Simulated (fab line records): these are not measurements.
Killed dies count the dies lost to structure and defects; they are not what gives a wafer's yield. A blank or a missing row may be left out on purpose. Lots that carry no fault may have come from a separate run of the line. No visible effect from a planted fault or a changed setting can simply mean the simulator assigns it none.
The tool behind it: which one? ; flow gf180mcu ; 36 wafers from 12 lots sampled at 3 of the route's 602 steps

== WHAT EACH GAUGE READ, for each wafer ==
GF_TOP_METAL_OVL_MEAS_15. Usual: TOP_METAL_OVL typically reads 0.9 nm, with standard deviation 1.3.
lot;measured;on;TOP_METAL_OVL (nm);flag
L849;day 28 20:32;overlay-01;-0.1 -1.0 0.6;
L850;day 28 23:59;overlay-02;2.3 1.8 1.4;
L854;day 30 18:05;overlay-01;2.3 1.8 0.9;
L855;day 30 19:29;overlay-01;-0.5 3.2 0.2;
L856;day 30 23:29;overlay-01;1.8 1.8 2.0;
L857;day 31 08:14;overlay-01;1.9 2.4 1.6;
L859;day 31 19:26;overlay-02;1.5 0.5 0.2;
L858;day 31 19:56;overlay-02;0.5 1.6 0.3;
L862;day 32 17:44;overlay-02;2.3 -1.2 1.3;
L866;day 33 11:17;overlay-01;-2.2 -1.2 0.4;
L867;day 33 17:35;overlay-01;0.7 -1.8 -0.1;
L868;day 33 20:55;overlay-02;-2.2 -2.1 -2.5;

== EACH LOT AND THE TOOL THAT RAN IT (in order: tool; ch and the chambers of the sampled wafers; start) ==
lot;GF_M5_ETCH_09;GF_TOP_METAL_SPUTTER_00
L849;rieDiel-02 ch 0,1,3, day 27 02:19;pvdSputter-01, day 28 00:49
L850;rieDiel-03 ch 0,1,3, day 27 05:49;pvdSputter-01, day 28 04:35
L854;rieDiel-02 ch 0,2,3, day 29 02:10;pvdSputter-03, day 30 00:11
L855;rieDiel-02 ch 0,3, day 29 03:28;pvdSputter-03, day 30 00:56
L856;rieDiel-03 ch 1,2,3, day 29 07:37;pvdSputter-01, day 30 05:10
L857;rieDiel-02 ch 0,2,3, day 29 18:28;pvdSputter-04, day 30 15:23
L859;rieDiel-03 ch 1,2,3, day 30 04:10;pvdSputter-04, day 31 01:08
L858;rieDiel-02 ch 1,3, day 30 04:28;pvdSputter-01, day 31 01:29
L862;rieDiel-04 ch 1,2,3, day 31 04:40;pvdSputter-01, day 32 00:50
L866;rieDiel-02 ch 1,2,3, day 31 20:07;pvdSputter-04, day 32 19:38
L867;rieDiel-04 ch 1,2, day 32 06:04;pvdSputter-01, day 33 01:20
L868;rieDiel-02 ch 2,3, day 32 09:55;pvdSputter-01, day 33 04:53
- GF_M5_ETCH_09: etches Si3N4 in CF4/O2, target depth 52 nm, time 11.18 s.
- GF_TOP_METAL_SPUTTER_00: material Ti, target thk 37.5 nm, time 150 s.

== AS READ BY THE TOOLS THEMSELVES (means over the sampled wafers that have a number; for cases with no such wafer, the mark the record gives instead) ==
GF_M5_ETCH_09. Usual: biasW 150.0 W, standard deviation 0.43; drypumpMotorCurrentA 5.9 A, standard deviation 0.4; oesProductAu 1.001 a.u., standard deviation 0.011; throttleValvePct 5.970 %, standard deviation 0.0094.
lot;tool;biasW (W);drypumpMotorCurrentA (A);oesProductAu (a.u.);throttleValvePct (%);flag
L849;rieDiel-02;150.1;6.0;1.012;5.965;
L850;rieDiel-03;149.8;5.6;1.000;5.968;
L854;rieDiel-02;150.5;6.3;1.002;5.972;
L855;rieDiel-02;150.2;6.1;1.008;5.971;
L856;rieDiel-03;149.8;5.7;1.003;5.969;
L857;rieDiel-02;149.9;6.3;1.016;5.971;
L859;rieDiel-03;149.8;5.7;1.003;5.977;
L858;rieDiel-02;150.4;5.9;1.009;5.972;
L862;rieDiel-04;149.9;5.6;1.001;5.971;
L866;rieDiel-02;150.6;6.2;1.006;5.966;
L867;rieDiel-04;149.8;5.8;0.998;5.971;
L868;rieDiel-02;149.8;6.3;1.003;5.967;

GF_TOP_METAL_SPUTTER_00. Usual: throttleValvePct at 29.7 %, with a standard deviation of 0.94.
lot;tool;throttleValvePct (%);flag
L849;pvdSputter-01;30.0;
L850;pvdSputter-01;30.7;
L854;pvdSputter-03;29.2;
L855;pvdSputter-03;29.7;
L856;pvdSputter-01;30.6;
L857;pvdSputter-04;29.4;
L859;pvdSputter-04;29.5;
L858;pvdSputter-01;29.9;
L862;pvdSputter-01;30.5;
L866;pvdSputter-04;29.5;
L867;pvdSputter-01;29.5;
L868;pvdSputter-01;30.0;

== THE ANSWER, worked out from the rows above alone ==
Rule: a lot counts as off when the mean over its wafers that have a number is more than 3 standard deviations away from the usual mean. Also off: a lot with no number at a reading for which 4 or more lots have one. The other lots that the step has rows for count as sound. Order of review: gauges by route order, followed by the tools' own readings, for which a lot's mean as printed above is used. The first step at which some lot is off is used, and at that step the reading that is off furthest; a lot without a number counts as furthest.
Nothing can be told from this: no lot is off at any reading shown.

== WHAT THE SIMULATOR HAD PUT IN ==
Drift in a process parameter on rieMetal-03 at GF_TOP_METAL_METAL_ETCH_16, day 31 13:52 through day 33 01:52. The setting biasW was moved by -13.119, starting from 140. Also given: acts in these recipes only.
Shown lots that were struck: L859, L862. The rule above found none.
